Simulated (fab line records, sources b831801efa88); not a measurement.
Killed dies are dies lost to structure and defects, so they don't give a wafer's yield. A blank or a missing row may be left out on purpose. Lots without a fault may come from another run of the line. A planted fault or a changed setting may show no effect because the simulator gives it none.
A struck lot beside a sound one | flow sfq_line | 41 steps out of a route of 325
Sound: wafers L819.2, L819.4, L819.6. Struck: wafers L832.3, L832.4, L832.5. The cause comes at the end.
At each step with rows: each side's tool, then ch and its chambers, then its first start. Under that, the readings that differ: sound wafers | struck wafers | difference of the means | sigmas: that difference in standard deviations of wafers without a fault.
alike: readings whose means differ by less than 2 such deviations, and words and numbers that are the same on both sides. not compared: withheld readings, readings that some wafer has no value for, bounds like >300 that may hide the same value, and numbers for which the record gives no deviation and whose values overlap.
The two part at a step that has a row with sigmas, a row that says differs or no value, or rows on one side only. Numbers that don't overlap but have no deviation are shown without sigmas and don't part them. A reading that every wafer of one side lacks parts them only if that side has two wafers or more.

first, 2 steps without rows for these wafers: SFQ_TRILAYER_I6_VIA_STRIP_SOLV_CLEAN_174 (cleans in NMP, time 600 s); SFQ_TRILAYER_M7_DEP_PRE_CLEAN_176 (time 22.5 s).
SFQ_TRILAYER_M7_DEP_SPUTTER_175: material Nb, target thk 200 nm, time 133.3 s.
  sound on pvd_sputter-03, day 77 22:34; struck on pvd_sputter-05, day 85 00:50
  alike: cathode_dc_power_W, substrate_temp_c, throttle_valve_pct
SFQ_M7_RS_MEAS_943: measures by four-point-probe.
  sound on film_metro-03, day 77 22:41; struck on film_metro-03, day 85 00:58
  alike: M7_NB_RS
then, 6 steps without rows for these wafers: SFQ_TRILAYER_M7_LITHO_COAT_182 (resist thk 62 nm); SFQ_TRILAYER_M7_LITHO_COAT_177 (resist thk 600 nm); SFQ_TRILAYER_M7_LITHO_SOFTBAKE_181; SFQ_TRILAYER_M7_LITHO_EXPOSE_178 (exposes mask M7, target cd 500 nm); SFQ_TRILAYER_M7_LITHO_PEB_180 (peb time 60 s); SFQ_TRILAYER_M7_LITHO_DEVELOP_179 (time 60 s).
-- the record jumps here: 4 days lie between the struck wafers' starts before and after --
SFQ_M7_OVL_MEAS_945:
  sound on overlay-01, day 81 05:25; struck on overlay-01, day 88 17:07
  alike: M7_OVL
SFQ_TRILAYER_M7_BARC_OPEN_METAL_ETCH_229: etches BARC in O2, target depth 125 nm, time 41.7 s.
  sound on rie_metal-02 ch 1, day 81 05:26; struck on rie_metal-02 ch 0,1, day 88 17:09
  no value came back on the struck wafers for bias_w (W), chamber_pressure_mTorr (mTorr), drypump_motor_current_A (A), oes_product_au (a.u.); on the sound wafers bias_w (W) reads 80.08 79.84 80.04
  reading                                             | sound             | struck            | difference | sigmas
  model.KrF_of_TRILAYER_M7_LITHO_COAT_177.thk_nm (nm) | 518.4 519.8 519.3 | 577.1 578.7 577.9 | +58.7      |
  not compared: rf_hours_counter_h
SFQ_TRILAYER_M7_ETCH_METAL_ETCH_180: etches Nb in Cl2/Ar, stops on SiO2, target depth 240 nm, time 120 s.
  sound on rie_metal-02 ch 1, day 81 05:30; struck on rie_metal-02 ch 0,1, day 88 17:14
  reading                                             | sound             | struck            | difference | sigmas
  oes_product_au (a.u.)                               | 0.887 0.900 0.904 | 0.374 0.378 0.381 | -0.519     | -67
  model.KrF_of_TRILAYER_M7_LITHO_COAT_177.thk_nm (nm) | 375.1 376.2 376.7 | 435.8 439.9 438.1 | +61.9      |
  alike: bias_w, chamber_pressure_mTorr, drypump_motor_current_A
  not compared: rf_hours_counter_h
then, 3 steps without rows for these wafers: SFQ_TRILAYER_M7_STRIP_STRIP_181 (strips in O2); SFQ_TRILAYER_M7_STRIP_SOLV_CLEAN_182 (cleans in NMP, time 600 s); SFQ_TRILAYER_I7_DEP_PECVD_183 (deposits SiO2 from SiH4/N2O, time 111.11 s, target thk 500 nm).
SFQ_TRILAYER_I7_CMP_CMP_184: polishes SiO2.
  sound on cmp-01 ch 2,3, day 81 10:07; struck on cmp-01 ch 0,2,3, day 88 18:40
  alike: motor_current_A, time_to_endpoint_s
SFQ_I7_BOW_MEAS_946:
  sound on film_metro-03, day 81 12:38; struck on film_metro-03, day 88 21:13
  alike: I7_BOW
SFQ_TRILAYER_I7_METRO_MEASURE_185:
  sound on film_metro-03, day 81 12:56; struck on film_metro-03, day 88 21:41
  alike: thk_nm
then, 3 steps without rows for these wafers: SFQ_TRILAYER_I7_VIA_LITHO_COAT_192 (resist thk 62 nm); SFQ_TRILAYER_I7_VIA_LITHO_COAT_187 (resist thk 650 nm); SFQ_TRILAYER_I7_VIA_LITHO_SOFTBAKE_191.
-- the record jumps here: 4 days lie between the struck wafers' starts before and after --
SFQ_TRILAYER_I7_VIA_LITHO_EXPOSE_188: exposes mask I7, target cd 1000 nm.
  sound on krf_scanner-02 ch 0, day 81 21:02; struck on krf_scanner-02, day 92 13:43
  no value came back on the struck wafers for exposure_dose_mJ_cm2, focus_offset_nm (nm); on the sound wafers exposure_dose_mJ_cm2 reads 21.285 21.290 21.292
  alike: mask
then, 2 steps without rows for these wafers: SFQ_TRILAYER_I7_VIA_LITHO_PEB_190 (peb time 60 s); SFQ_TRILAYER_I7_VIA_LITHO_DEVELOP_189 (time 60 s).
SFQ_I7_OVL_MEAS_947:
  sound on overlay-02, day 81 22:20; struck on overlay-01, day 92 14:50
  reading     | sound  | struck | difference                    | sigmas
  I7_OVL (nm) | -1 4 1 | - - -  | no value on the struck wafers |
SFQ_TRILAYER_I7_VIA_BARC_OPEN_VIA_ETCH_260: etches BARC in O2, target depth 125 nm, time 41.7 s.
  sound on rie_diel-01 ch 0,1,2, day 81 22:22; struck on rie_diel-04 ch 0,2,3, day 92 14:52
  alike: bias_w, chamber_pressure_mTorr, drypump_motor_current_A, oes_product_au
  not compared: rf_hours_counter_h
SFQ_TRILAYER_I7_VIA_ETCH_VIA_ETCH_190: etches SiO2 in CHF3, stops on Nb, target depth 260 nm.
  sound on rie_diel-01 ch 0,1,2, day 81 22:25; struck on rie_diel-04 ch 0,2,3, day 92 14:54
  reading               | sound             | struck            | difference | sigmas
  oes_product_au (a.u.) | 0.848 0.856 0.857 | 0.375 0.382 0.379 | -0.475     | -93
  alike: bias_w, chamber_pressure_mTorr, drypump_motor_current_A
then, 8 steps without rows for these wafers: SFQ_TRILAYER_I7_VIA_STRIP_STRIP_191 (strips in O2); SFQ_TRILAYER_I7_VIA_STRIP_SOLV_CLEAN_192 (cleans in NMP, time 600 s); SFQ_TRILAYER_M8_LITHO_LOR_COAT_197; SFQ_TRILAYER_M8_LITHO_LOR_BAKE_198; SFQ_TRILAYER_M8_LITHO_COAT_193 (resist thk 600 nm); SFQ_TRILAYER_M8_LITHO_SOFTBAKE_199; SFQ_TRILAYER_M8_LITHO_PEB_196 (peb time 60 s); SFQ_TRILAYER_M8_LITHO_DEVELOP_195 (img clear 15 s, time 55 s).
SFQ_M8_OVL_MEAS_948:
  sound on overlay-02, day 82 03:08; struck on overlay-02, day 92 18:35
  reading     | sound  | struck | difference                    | sigmas
  M8_OVL (nm) | 4 0 -1 | - - -  | no value on the struck wafers |
then, 3 steps without rows for these wafers: SFQ_TRILAYER_M8_DEP_EVAP_197 (material Ti, target thk 20 nm, time 100 s); SFQ_TRILAYER_M8_DEP_EVAP_198 (material Pt, target thk 50 nm, time 250 s); SFQ_TRILAYER_M8_DEP_EVAP_196 (material Au, target thk 180 nm, time 900 s).
SFQ_M8_BOW_MEAS_951:
  sound on film_metro-01, day 82 04:17; struck on film_metro-01, day 92 19:45
  reading                       | sound                | struck            | difference | sigmas
  model.etest.m8.ohm_sq         | 0.1582 0.1589 0.1572 | 1e+06 1e+06 1e+06 | +1e+06     |
  model.etest.i7.link_ohm       | 1.063 1.049 1.046    | 1e+06 1e+06 1e+06 | +1e+06     |
  model.etest.m7.comb_log10_ohm | 12 12 12             | 0 0 0             | -12        |
  alike: M8_BOW

WHERE THEY PART
First at SFQ_TRILAYER_M7_BARC_OPEN_METAL_ETCH_229; last, within this record, at SFQ_M8_OVL_MEAS_948. Later steps at which nothing parts them and some readings are alike: SFQ_M8_BOW_MEAS_951.

WHY: what the simulator had put in
Skipped step whole: rie_metal-02, from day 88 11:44 on, at SFQ_TRILAYER_M7_BARC_OPEN_METAL_ETCH_229. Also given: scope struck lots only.
